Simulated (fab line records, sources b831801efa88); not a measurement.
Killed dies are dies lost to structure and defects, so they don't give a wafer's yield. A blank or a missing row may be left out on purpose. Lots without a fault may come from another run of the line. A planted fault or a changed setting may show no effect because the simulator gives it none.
fab line records | flow gf180mcu | part 1 of 2: steps 1 to 28 of 39
record lots=5 wafers=15 last_day=33
route steps=602 shown POLY_GATE@173 HV_LDD@176
lots that met no fault: from a run of the same line without faults
start_h: hours from the record's first day to the start of the lot's first wafer shown | wait_h: hours since the lot's step before | " the same as in the row above | L1.1+2: a row that stands for several wafers | - no value, or no start given | * or withheld: withheld | < > ~ a bound
route shown NAME@n: a module of which the file shows steps, and the number in the route of the first | usual: mean/standard deviation of fault-free wafers | same: alike in all rows | chamber/n: place in a boat | sites: the reading at each site | _std_site: their standard deviation | _edge_site: outer sites' mean less inner sites' | radius_mm: how far each site lies from the wafer's centre | mask NAME#n: copy n | behind: the tool/chamber that last shaped the wafer | hold: why the lot was held/for how many hours/how that ended | device: the transistor (n, p or np) that didn't switch | end of line: the same wafers' tests at the end of the route | a step without rows: its recipe alone | killed: dies lost to structure and defects at the first sort, not the wafer's yield | map: a wafer's dies, x killed, . not, _ none there
set.NAME: the setting as run; set.NAME@STEP: as run at that earlier step | model.NAME: the simulator's own value behind a step, which no gauge read
lots at some steps of the route; a table a step, a row a wafer
services: from which hour (start_h, from the record's first day; less than 0 if before it) a tool's chamber was out of use, for how many hours, and why
## steps
# step GF_POLY_GATE_OXIDATION_16
# recipe temp_c=850 ambient=O2 stabilise_s=600 purge_s=300 target_thk_a=40 ox_time_s=899
# usual zone_power_bottom_pct=28.1/0.92 zone_power_centre_pct=17.62/0.27
# columns lot.wafer tool chamber start_h wait_h zone_power_bottom_pct zone_power_centre_pct
L076.1 furnace-01 0 210.87 0.0 28.8 17.44
L076.3 " 0 " " 29.5 17.18
L076.6 " 0 " " 29.1 17.62
L080.3 furnace-02 0 242.32 1.2 27.3 17.82
L080.4 " 0 " " 26.9 17.94
L080.5 " 0 " " 27.8 17.99
L082.2 furnace-01 0 256.27 0.0 29.1 17.10
L082.4 " 0 " " 28.7 17.54
L082.6 " 0 " " 28.8 17.57
L084.4 furnace-02 0 270.96 0.0 27.2 18.07
L084.5 " 0 " " 27.3 17.53
L084.6 " 0 " " 27.1 17.84
L093.2 furnace-02 0 332.64 0.6 27.2 17.90
L093.4 " 0 " " 27.4 17.99
L093.6 " 0 " " 27.5 17.69
# step GF_POLY_GATE_THK_MEAS_17
# recipe reads=SiO2_of_POLY_GATE_OXIDATION_16
# usual POLY_GATE_OXIDATION_THK=4.00/0.081
# columns lot.wafer tool chamber start_h wait_h POLY_GATE_OXIDATION_THK[nm]
L076.1 film_metro-03 - 212.12 0.0 3.97
L076.3 " - " " 3.92
L076.6 " - " " 3.96
L080.3 film_metro-02 - 243.59 0.0 4.14
L080.4 " - " " 4.24
L080.5 " - " " 4.11
L082.2 film_metro-01 - 257.53 0.0 3.99
L082.4 " - " " 4.01
L082.6 " - " " 4.04
L084.4 film_metro-02 - 272.24 0.0 3.98
L084.5 " - " " 3.91
L084.6 " - " " 3.86
L093.2 film_metro-01 - 333.90 0.0 4.01
L093.4 " - " " 4.10
L093.6 " - " " 4.04
# step GF_POLY_GATE_CD_MEAS_18
# usual cd_nm=280.0/1.5
# columns lot.wafer tool chamber start_h wait_h cd_nm
L076.1 cd_sem-01 - 212.18 0.1 279.3
L076.3 " - " " 280.8
L076.6 " - " " 282.7
L080.3 cd_sem-02 - 243.69 0.1 279.8
L080.4 " - " " 280.1
L080.5 " - " " 281.9
L082.2 cd_sem-02 - 257.61 0.1 279.3
L082.4 " - " " 281.2
L082.6 " - " " 278.6
L084.4 cd_sem-01 - 272.35 0.1 278.8
L084.5 " - " " 278.9
L084.6 " - " " 280.4
L093.2 cd_sem-02 - 333.98 0.1 280.2
L093.4 " - " " 281.4
L093.6 " - " " 280.5
# step GF_HV_LDD_DEHYDRATE_00
# recipe temp_c=200 time_s=60
# usual heater_power_total_W=160.38/0.12
# columns lot.wafer tool chamber start_h wait_h heater_power_total_W
L076.1 litho_track-01 0 220.45 8.2 160.49
L076.3 " 0 " " 160.52
L076.6 " 0 " " 160.40
L080.3 litho_track-02 0 252.45 8.7 160.52
L080.4 " 0 " " 160.36
L080.5 " 0 " " 160.18
L082.2 litho_track-04 0 266.60 9.0 160.21
L082.4 " 0 " " 160.34
L082.6 " 0 " " 160.51
L084.4 litho_track-02 0 281.98 9.6 160.56
L084.5 " 0 " " 160.38
L084.6 " 0 " " 160.32
L093.2 litho_track-04 0 343.75 9.7 160.50
L093.4 " 0 " " 160.54
L093.6 " 0 " " 160.33
# step GF_HV_LDD_HMDS_01
# recipe prime_time_s=60 prime_temp_c=120
# columns lot.wafer tool chamber start_h wait_h
L076.1+3+6 litho_track-01 0 220.60 0.1
L080.3+4+5 litho_track-02 0 252.60 0.1
L082.2+4+6 litho_track-04 0 266.75 0.1
L084.4+5+6 litho_track-02 0 282.13 0.1
L093.2+4+6 litho_track-04 0 343.90 0.1
# step GF_HV_LDD_COAT_02
# recipe resist=NOVOLAK spin_rpm=3000 resist_thk_nm=1000
# usual spin_speed_rpm=3000.0/2.1
# columns lot.wafer tool chamber start_h wait_h spin_speed_rpm
L076.1 litho_track-01 0 220.75 0.1 2999.7
L076.3 " 0 " " 2998.9
L076.6 " 0 " " 2997.8
L080.3 litho_track-02 0 252.75 0.1 2997.9
L080.4 " 0 " " 2996.9
L080.5 " 0 " " 3000.7
L082.2 litho_track-04 0 266.90 0.1 3000.6
L082.4 " 0 " " 2999.1
L082.6 " 0 " " 2995.6
L084.4 litho_track-02 0 282.28 0.1 3000.6
L084.5 " 0 " " 2999.5
L084.6 " 0 " " 2999.5
L093.2 litho_track-04 0 344.05 0.1 2999.8
L093.4 " 0 " " 3000.1
L093.6 " 0 " " 2998.5
# step GF_HV_LDD_SOFTBAKE_03
# recipe temp_c=90 time_s=60 resist=NOVOLAK
# usual heater_power_total_W=56.60/0.046
# columns lot.wafer tool chamber start_h wait_h heater_power_total_W
L076.1 litho_track-01 0 220.90 0.1 56.56
L076.3 " 0 " " 56.65
L076.6 " 0 " " 56.59
L080.3 litho_track-02 0 252.90 0.1 56.63
L080.4 " 0 " " 56.51
L080.5 " 0 " " 56.61
L082.2 litho_track-04 0 267.05 0.1 56.62
L082.4 " 0 " " 56.60
L082.6 " 0 " " 56.56
L084.4 litho_track-02 0 282.43 0.1 56.65
L084.5 " 0 " " 56.55
L084.6 " 0 " " 56.59
L093.2 litho_track-04 0 344.20 0.1 56.56
L093.4 " 0 " " 56.62
L093.6 " 0 " " 56.58
# step GF_HV_LDD_EXPOSE_04
# recipe mask_id=Nplus_LV_AREA target_cd_nm=400 na=0.6 source_shape=conventional sigma_outer=0.6 dose_mj=140
# columns lot.wafer tool chamber start_h wait_h mask
L076.1+3+6 iline_stepper-01 0 - - Nplus_LV_AREA#0
L080.3+4+5 iline_stepper-01 0 - - Nplus_LV_AREA#0
L082.2+4+6 iline_stepper-01 0 - - Nplus_LV_AREA#0
L084.4+5+6 iline_stepper-02 0 - - Nplus_LV_AREA#0
L093.2+4+6 iline_stepper-01 0 - - Nplus_LV_AREA#0
# step GF_HV_LDD_PEB_05
# recipe temp_c=withheld time_s=* resist=NOVOLAK
# columns lot.wafer tool chamber start_h wait_h
L076.1+3+6 litho_track-01 0 - -
L080.3+4+5 litho_track-01 0 - -
L082.2+4+6 litho_track-04 0 - -
L084.4+5+6 litho_track-01 0 - -
L093.2+4+6 litho_track-04 0 - -
# step GF_HV_LDD_DEVELOP_06
# recipe develop_time_s=60 dev_temp_c=23
# columns lot.wafer tool chamber start_h wait_h
L076.1+3+6 litho_track-01 0 229.50 0.1
L080.3+4+5 litho_track-01 0 262.34 0.1
L082.2+4+6 litho_track-04 0 277.00 0.1
L084.4+5+6 litho_track-01 0 292.07 0.1
L093.2+4+6 litho_track-04 0 355.15 0.1
# step GF_HV_LDD_CD_MEAS_07
# recipe target_cd_nm=400
# usual cd_nm=400.0/1.7
# columns lot.wafer tool chamber start_h wait_h cd_nm
L076.1 cd_sem-02 - 229.65 0.1 400.7
L076.3 " - " " 401.4
L076.6 " - " " 401.9
L080.3 cd_sem-01 - 262.48 0.1 396.9
L080.4 " - " " 399.4
L080.5 " - " " 400.2
L082.2 cd_sem-02 - 277.14 0.1 400.6
L082.4 " - " " 404.7
L082.6 " - " " 402.8
L084.4 cd_sem-01 - 292.20 0.1 402.3
L084.5 " - " " 401.1
L084.6 " - " " 405.2
L093.2 cd_sem-02 - 355.29 0.1 400.7
L093.4 " - " " 400.6
L093.6 " - " " 400.8
# step GF_HV_LDD_OVL_MEAS_08
# usual HV_LDD_OVL=-0.4/1.5
# columns lot.wafer tool chamber start_h wait_h HV_LDD_OVL[nm]
L076.1 overlay-01 - 229.77 0.1 -1.0
L076.3 " - " " 1.0
L076.6 " - " " 0.7
L080.3 overlay-01 - 262.58 0.1 3.2
L080.4 " - " " 1.2
L080.5 " - " " 1.8
L082.2 overlay-01 - 277.25 0.1 -0.5
L082.4 " - " " -1.8
L082.6 " - " " -1.7
L084.4 overlay-02 - 292.28 0.1 0.7
L084.5 " - " " 1.7
L084.6 " - " " 0.1
L093.2 overlay-02 - 355.40 0.1 -1.6
L093.4 " - " " -2.4
L093.6 " - " " 0.2
# step GF_HV_LDD_IMPLANT_09
# recipe species=As energy_kev=40 dose_cm2=1e+14 tilt_deg=7
# usual dose_ions_cm2=1e+14/1.2e+11 faraday_current_uA=562/11
# columns lot.wafer tool chamber start_h wait_h dose_ions_cm2 faraday_current_uA
L076.1 implanter-04 0 229.80 0.0 1.0005e+14 570
L076.3 " 0 " " 1.0012e+14 550
L076.6 " 0 " " 1.0019e+14 554
L080.3 implanter-01 0 262.65 0.1 9.981e+13 560
L080.4 " 0 " " 9.987e+13 567
L080.5 " 0 " " 9.975e+13 533
L082.2 implanter-03 0 277.30 0.0 9.994e+13 574
L082.4 " 0 " " 1.0002e+14 555
L082.6 " 0 " " 9.979e+13 574
L084.4 implanter-03 0 292.38 0.1 1.0002e+14 574
L084.5 " 0 " " 1.0015e+14 537
L084.6 " 0 " " 1.0003e+14 563
L093.2 implanter-03 0 355.45 0.0 1.0006e+14 537
L093.4 " 0 " " 9.995e+13 565
L093.6 " 0 " " 9.998e+13 580
# step GF_HV_LDD_STRIP_10
# recipe chemistry=O2/N2 power_w=1400 pressure_mtorr=1500 platen_temp_c=250 o2_flow_sccm=3000 n2_flow_sccm=300 overash_fraction=0.5
# usual drypump_motor_current_A=5.8/0.45 heater_power_w=319/31 oes_product_au=0.716/0.0049 platen_temp_c=249.98/0.19 strip_time_to_endpoint_s=12.64/0.038
# columns lot.wafer tool chamber start_h wait_h drypump_motor_current_A heater_power_w oes_product_au platen_temp_c rf_hours_counter_h strip_time_to_endpoint_s
L076.1 plasma_asher-01 0 229.95 0.1 6.1 273 0.714 249.73 12 12.63
L076.3 " 0 " " 6.1 272 0.726 250.05 - 12.65
L076.6 " 1 " " 5.3 329 0.716 249.95 - 12.68
L080.3 plasma_asher-01 1 262.78 0.1 5.3 323 0.716 249.78 - 12.62
L080.4 " 0 " " 6.1 265 0.712 250.08 - 12.65
L080.5 " 1 " " 5.3 334 0.718 249.99 - 12.62
L082.2 plasma_asher-04 1 277.43 0.1 6.5 324 0.717 250.20 63 12.58
L082.4 " 1 " " 6.6 323 0.717 250.32 - 12.58
L082.6 " 1 " " 6.5 320 0.711 250.28 - 12.59
L084.4 plasma_asher-01 0 292.48 0.1 6.1 271 0.711 250.31 - 12.60
L084.5 " 0 " " 6.1 267 0.720 250.29 - 12.62
L084.6 " 1 " " 5.3 330 0.712 250.00 - 12.63
L093.2 plasma_asher-04 1 355.58 0.1 6.5 323 0.722 249.75 71 12.67
L093.4 " 0 " " 5.9 331 0.719 249.87 - 12.68
L093.6 " 0 " " 5.9 338 0.715 250.23 - 12.71
# step GF_HV_LDD_TW_MEAS_11
# usual HV_LDD_TW=2417/18
# columns lot.wafer tool chamber start_h wait_h HV_LDD_TW
L076.1 film_metro-03 - 230.05 0.1 2415
L076.3 " - " " 2413
L076.6 " - " " 2418
L080.3 film_metro-01 - 262.87 0.1 2440
L080.4 " - " " 2439
L080.5 " - " " 2441
L082.2 film_metro-01 - 277.54 0.1 2441
L082.4 " - " " 2439
L082.6 " - " " 2425
L084.4 film_metro-04 - 292.58 0.1 2407
L084.5 " - " " 2408
L084.6 " - " " 2403
L093.2 film_metro-04 - 355.69 0.1 2397
L093.4 " - " " 2391
L093.6 " - " " 2383
# step GF_HV_LDD_DEHYDRATE_12
# recipe temp_c=200 time_s=60
# usual heater_power_total_W=160.37/0.13
# columns lot.wafer tool chamber start_h wait_h heater_power_total_W
L076.1 litho_track-02 0 239.05 9.0 160.46
L076.3 " 0 " " 160.45
L076.6 " 0 " " 160.21
L080.3 litho_track-01 0 271.99 9.1 160.18
L080.4 " 0 " " 160.33
L080.5 " 0 " " 160.29
L082.2 litho_track-02 0 286.38 8.8 160.31
L082.4 " 0 " " 160.25
L082.6 " 0 " " 160.39
L084.4 litho_track-04 0 301.90 9.3 160.16
L084.5 " 0 " " 160.40
L084.6 " 0 " " 160.14
L093.2 litho_track-02 0 365.68 10.0 160.58
L093.4 " 0 " " 160.39
L093.6 " 0 " " 160.49
# step GF_HV_LDD_HMDS_13
# recipe prime_time_s=60 prime_temp_c=120
# columns lot.wafer tool chamber start_h wait_h
L076.1+3+6 litho_track-02 0 239.20 0.1
L080.3+4+5 litho_track-01 0 272.14 0.1
L082.2+4+6 litho_track-02 0 286.53 0.1
L084.4+5+6 litho_track-04 0 302.05 0.1
L093.2+4+6 litho_track-02 0 365.83 0.1
# step GF_HV_LDD_COAT_14
# recipe resist=NOVOLAK spin_rpm=3000 resist_thk_nm=1000
# usual spin_speed_rpm=2999.8/2.4
# columns lot.wafer tool chamber start_h wait_h spin_speed_rpm
L076.1 litho_track-02 0 239.35 0.1 2997.2
L076.3 " 0 " " 3001.7
L076.6 " 0 " " 2998.8
L080.3 litho_track-01 0 272.29 0.1 3000.0
L080.4 " 0 " " 2998.2
L080.5 " 0 " " 2998.1
L082.2 litho_track-02 0 286.68 0.1 3005.6
L082.4 " 0 " " 3000.7
L082.6 " 0 " " 3000.5
L084.4 litho_track-04 0 302.20 0.1 3004.3
L084.5 " 0 " " 3000.8
L084.6 " 0 " " 3002.9
L093.2 litho_track-02 0 365.98 0.1 2999.3
L093.4 " 0 " " 2999.9
L093.6 " 0 " " 2999.5
# step GF_HV_LDD_SOFTBAKE_15
# recipe temp_c=90 time_s=60 resist=NOVOLAK
# usual heater_power_total_W=56.59/0.044
# columns lot.wafer tool chamber start_h wait_h heater_power_total_W
L076.1 litho_track-02 0 239.50 0.1 56.59
L076.3 " 0 " " 56.54
L076.6 " 0 " " 56.62
L080.3 litho_track-01 0 272.44 0.1 56.66
L080.4 " 0 " " 56.66
L080.5 " 0 " " 56.61
L082.2 litho_track-02 0 286.83 0.1 56.57
L082.4 " 0 " " 56.48
L082.6 " 0 " " 56.55
L084.4 litho_track-04 0 302.35 0.1 56.57
L084.5 " 0 " " 56.56
L084.6 " 0 " " 56.63
L093.2 litho_track-02 0 366.13 0.1 56.63
L093.4 " 0 " " 56.57
L093.6 " 0 " " 56.57
# step GF_HV_LDD_EXPOSE_16
# recipe mask_id=Pplus_LV_AREA target_cd_nm=400 na=0.6 source_shape=conventional sigma_outer=0.6 dose_mj=140
# columns lot.wafer tool chamber start_h wait_h mask
L076.1+3+6 iline_stepper-01 0 - - Pplus_LV_AREA#0
L080.3+4+5 iline_stepper-02 0 - - Pplus_LV_AREA#0
L082.2+4+6 iline_stepper-01 0 - - Pplus_LV_AREA#0
L084.4+5+6 iline_stepper-01 0 - - Pplus_LV_AREA#0
L093.2+4+6 iline_stepper-02 0 - - Pplus_LV_AREA#0
# step GF_HV_LDD_PEB_17
# recipe temp_c=withheld time_s=* resist=NOVOLAK
# columns lot.wafer tool chamber start_h wait_h
L076.1+3+6 litho_track-01 0 - -
L080.3+4+5 litho_track-01 0 - -
L082.2+4+6 litho_track-04 0 - -
L084.4+5+6 litho_track-02 0 - -
L093.2+4+6 litho_track-04 0 - -
# step GF_HV_LDD_DEVELOP_18
# recipe develop_time_s=60 dev_temp_c=23
# columns lot.wafer tool chamber start_h wait_h
L076.1+3+6 litho_track-01 0 248.24 0.1
L080.3+4+5 litho_track-01 0 282.19 0.1
L082.2+4+6 litho_track-04 0 296.55 0.1
L084.4+5+6 litho_track-02 0 312.53 0.1
L093.2+4+6 litho_track-04 0 377.55 0.1
# step GF_HV_LDD_CD_MEAS_19
# recipe target_cd_nm=400
# usual cd_nm=399.6/2.3
# columns lot.wafer tool chamber start_h wait_h cd_nm
L076.1 cd_sem-02 - 248.39 0.1 398.2
L076.3 " - " " 396.8
L076.6 " - " " 397.5
L080.3 cd_sem-02 - 282.33 0.1 395.8
L080.4 " - " " 396.1
L080.5 " - " " 396.4
L082.2 cd_sem-01 - 296.69 0.1 401.9
L082.4 " - " " 400.8
L082.6 " - " " 402.1
L084.4 cd_sem-02 - 312.66 0.1 400.9
L084.5 " - " " 399.5
L084.6 " - " " 399.4
L093.2 cd_sem-01 - 377.69 0.1 401.3
L093.4 " - " " 401.5
L093.6 " - " " 401.1
# step GF_HV_LDD_OVL_MEAS_20
# usual HV_LDD_01_OVL=-1.0/1.2
# columns lot.wafer tool chamber start_h wait_h HV_LDD_01_OVL[nm]
L076.1 overlay-01 - 248.51 0.1 -2.1
L076.3 " - " " -2.9
L076.6 " - " " -2.2
L080.3 overlay-01 - 282.43 0.1 -3.1
L080.4 " - " " 0.1
L080.5 " - " " -0.9
L082.2 overlay-01 - 296.80 0.1 0.1
L082.4 " - " " -0.8
L082.6 " - " " 0.1
L084.4 overlay-01 - 312.74 0.1 1.5
L084.5 " - " " -0.6
L084.6 " - " " -0.2
L093.2 overlay-02 - 377.80 0.1 -2.1
L093.4 " - " " -1.1
L093.6 " - " " -2.1
# step GF_HV_LDD_IMPLANT_21
# recipe species=BF2 energy_kev=25 dose_cm2=5e+13 tilt_deg=7
# usual dose_ions_cm2=5.001e+13/5.4e+10 faraday_current_uA=282/5.6
# columns lot.wafer tool chamber start_h wait_h dose_ions_cm2 faraday_current_uA
L076.1 implanter-03 0 248.55 0.0 5.003e+13 280
L076.3 " 0 " " 4.995e+13 281
L076.6 " 0 " " 4.998e+13 279
L080.3 implanter-03 0 282.50 0.1 4.992e+13 288
L080.4 " 0 " " 4.994e+13 279
L080.5 " 0 " " 5e+13 280
L082.2 implanter-03 0 296.85 0.0 4.996e+13 284
L082.4 " 0 " " 4.997e+13 278
L082.6 " 0 " " 5.003e+13 285
L084.4 implanter-01 0 312.83 0.1 4.996e+13 289
L084.5 " 0 " " 5e+13 275
L084.6 " 0 " " 5.007e+13 285
L093.2 implanter-04 0 377.85 0.0 5e+13 287
L093.4 " 0 " " 5.007e+13 292
L093.6 " 0 " " 4.995e+13 279
# step GF_HV_LDD_STRIP_22
# recipe chemistry=O2/N2 power_w=1400 pressure_mtorr=1500 platen_temp_c=250 o2_flow_sccm=3000 n2_flow_sccm=300 overash_fraction=0.5
# usual drypump_motor_current_A=5.8/0.44 heater_power_w=322/32 oes_product_au=0.715/0.005 platen_temp_c=250.05/0.21 strip_time_to_endpoint_s=12.63/0.034
# columns lot.wafer tool chamber start_h wait_h drypump_motor_current_A heater_power_w oes_product_au platen_temp_c rf_hours_counter_h strip_time_to_endpoint_s
L076.1 plasma_asher-01 0 248.70 0.1 6.1 269 0.711 250.14 14 12.57
L076.3 " 0 " " 6.1 266 0.713 250.07 - 12.59
L076.6 " 0 " " 6.1 272 0.724 250.48 - 12.58
L080.3 plasma_asher-01 1 282.63 0.1 5.3 328 0.712 250.05 - 12.66
L080.4 " 0 " " 6.1 271 0.719 250.00 - 12.66
L080.5 " 0 " " 6.1 267 0.717 250.01 - 12.69
L082.2 plasma_asher-03 0 296.98 0.1 6.0 357 0.716 249.75 53 12.60
L082.4 " 0 " " 6.0 366 0.717 249.85 - 12.66
L082.6 " 1 " " 5.2 347 0.714 249.88 - 12.65
L084.4 plasma_asher-04 0 312.94 0.1 5.9 326 0.721 250.16 - 12.64
L084.5 " 1 " " 6.5 329 0.718 249.78 - 12.65
L084.6 " 0 " " 5.8 323 0.720 249.99 - 12.64
L093.2 plasma_asher-04 1 377.98 0.1 6.5 322 0.710 250.16 74 12.58
L093.4 " 1 " " 6.5 322 0.705 250.24 - 12.63
L093.6 " 1 " " 6.5 321 0.719 249.93 - 12.60
# step GF_HV_LDD_TW_MEAS_23
# usual HV_LDD_2_TW=1057/7.4
# columns lot.wafer tool chamber start_h wait_h HV_LDD_2_TW
L076.1 film_metro-01 - 248.80 0.1 1066
L076.3 " - " " 1061
L076.6 " - " " 1065
L080.3 film_metro-01 - 282.72 0.1 1066
L080.4 " - " " 1063
L080.5 " - " " 1064
L082.2 film_metro-04 - 297.09 0.1 1050
L082.4 " - " " 1052
L082.6 " - " " 1063
L084.4 film_metro-01 - 313.04 0.1 1069
L084.5 " - " " 1070
L084.6 " - " " 1070
L093.2 film_metro-01 - 378.09 0.1 1060
L093.4 " - " " 1063
L093.6 " - " " 1064
# step GF_HV_LDD_DEHYDRATE_24
# recipe temp_c=200 time_s=60
# usual heater_power_total_W=160.40/0.13
# columns lot.wafer tool chamber start_h wait_h heater_power_total_W
L076.1 litho_track-02 0 257.25 8.4 160.37
L076.3 " 0 " " 160.46
L076.6 " 0 " " 160.20
L080.3 litho_track-02 0 291.95 9.2 160.17
L080.4 " 0 " " 160.17
L080.5 " 0 " " 160.40
L082.2 litho_track-02 0 306.78 9.7 160.40
L082.4 " 0 " " 160.20
L082.6 " 0 " " 160.48
L084.4 litho_track-01 0 323.22 10.2 160.53
L084.5 " 0 " " 160.49
L084.6 " 0 " " 160.30
L093.2 litho_track-02 0 388.83 10.7 160.32
L093.4 " 0 " " 160.35
L093.6 " 0 " " 160.62
